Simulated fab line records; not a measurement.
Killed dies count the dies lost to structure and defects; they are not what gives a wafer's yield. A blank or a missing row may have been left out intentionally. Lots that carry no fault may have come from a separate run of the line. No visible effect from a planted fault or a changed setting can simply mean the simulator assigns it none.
Struck lot and sound lot, side by side    flow gf180mcu    17 steps out of a route of 602
Sound: wafers L985.2, L985.3, L985.5. Wafers L986.1, L986.3, L986.4 were the ones struck. The cause comes at the end.
For every step that has rows: the tool of each side, followed by ch and its chambers, followed by its first start. Under that, the readings that differ: sound wafers    struck wafers    difference of the means    sigmas: that difference in standard deviations of wafers without a fault.
alike: same words and numbers on both sides, and readings whose means sit less than 2 such deviations apart. not compared: any withheld reading, any reading some wafer has no value for, any bound like >300 that may hide the same value, and any number with overlapping values for which the record gives no deviation.
Wherever a step has rows on one side only, a row that says differs or no value, or a row with sigmas, the two part there. Numbers that have no deviation but don't overlap get no sigmas and don't part them. A reading missing from all wafers of one side parts the sides only when that side holds two or more wafers.

GF_SAB_STRIP_13: strips in O2/N2.
  sound on plasmaAsher-02 ch 0,1, day 17 18:02; struck on plasmaAsher-03 ch 0,1, day 18 08:45
  alike: chamberPressureMTorr, drypumpMotorCurrentA, heaterPowerW, oesProductAu, stripTimeToEndpointS
  not compared: rfHoursCounterH
then, 2 steps without rows for these wafers: GF_SALICIDE_CLEAN_00 (cleans in SC1/SC2, time 150 s); GF_SALICIDE_WET_ETCH_01 (etches SiO2 in dHF, target depth 5 nm, time 100 s).
GF_SALICIDE_SPUTTER_02: material Co, target thk 10 nm, time 20 s.
  sound: pvdSputter-04 at day 17 18:16; struck: pvdSputter-04 at day 18 08:56
  alike: throttleValvePct
GF_SALICIDE_SPUTTER_03: material TiN, target thk 20 nm, time 16.7 s.
  sound: pvdSputter-04 at day 17 18:17; struck: pvdSputter-04 at day 18 08:58
  alike: throttleValvePct
GF_SALICIDE_RS_MEAS_04: measures by four-point-probe.
  sound: filmMetro-02 at day 17 18:20; struck: filmMetro-01 at day 18 08:59
  alike: SALICIDE_TIN_RS
GF_SALICIDE_THK_MEAS_05: measures by xrf.
  sound: filmMetro-02 at day 17 18:27; struck: filmMetro-01 at day 18 09:07
  alike: SALICIDE_TIN_THK
GF_SALICIDE_RTA_06: time 30 s.
  sound on rtpAnneal-02 ch 0, day 17 18:31; struck on rtpAnneal-01 ch 0, day 18 09:10
  alike: lampPowerPct, wafer_temp_C_max
then, 1 step without rows for these wafers: GF_SALICIDE_WET_ETCH_07 (etches the open film in SPM, target depth 120 nm).
GF_SALICIDE_RTA_08: time 30 s.
  sound on rtpAnneal-01 ch 0, day 17 18:48; struck on rtpAnneal-01 ch 0, day 18 09:22
  alike: wafer_temp_C_max
then, 1 step without rows for these wafers: GF_CONTACT_CVD_00 (deposits SiO2, target thk 300 nm, time 50 s).
GF_CONTACT_THK_MEAS_01:
  sound: filmMetro-04 at day 17 18:56; struck: filmMetro-01 at day 18 09:31
  alike: CONTACT_CVD_00_THK
GF_CONTACT_CVD_02: deposits SiO2 from TEOS, target thk 860 nm, time 95.992 s.
  sound on pecvd-01 ch 1,2, day 17 18:59; struck on pecvd-01 ch 0,2, day 18 09:35
reading                                  sound          struck             difference  sigmas
model.SiO2_of_CONTACT_CVD_02.thkNm (nm)  853 849 868.2  881.1 892.5 903.9  +35.8       
  alike: heaterPowerW, rfFwdPowerW, susceptorTempC
GF_CONTACT_THK_MEAS_03:
  sound: filmMetro-04 at day 17 19:04; struck: filmMetro-04 at day 18 09:39
reading                  sound        struck       difference  sigmas
CONTACT_CVD_02_THK (nm)  853 849 869  881 893 905  +36         +3
GF_CONTACT_CMP_04: polishes SiO2.
  sound on cmp-02 ch 0,1,3, day 17 19:10; struck on cmp-02 ch 1,2,3, day 18 09:43
reading              sound        struck       difference  sigmas
timeToEndpointS (s)  109 109 114  121 121 127  +12         +3
  alike: headPressurePsi, motorCurrentA
GF_CONTACT_BOW_MEAS_05:
  sound: filmMetro-03 at day 17 19:26; struck: filmMetro-04 at day 18 10:01
  alike: CONTACT_BOW
-- the record jumps here: 13 days lie between the struck wafers' starts before and after (it left off in module CONTACT and takes up again in module PASSIVATION, whose first step shown is number 602 of the route) --
GF_PASSIVATION_PROBE_99:
  rows exist in the record for the struck wafers here (prober-01, day 31 17:23), but not for the sound ones

WHERE THEY PART
Earliest at GF_CONTACT_THK_MEAS_03; latest, in this record, at GF_PASSIVATION_PROBE_99.

WHY: what the simulator had put in
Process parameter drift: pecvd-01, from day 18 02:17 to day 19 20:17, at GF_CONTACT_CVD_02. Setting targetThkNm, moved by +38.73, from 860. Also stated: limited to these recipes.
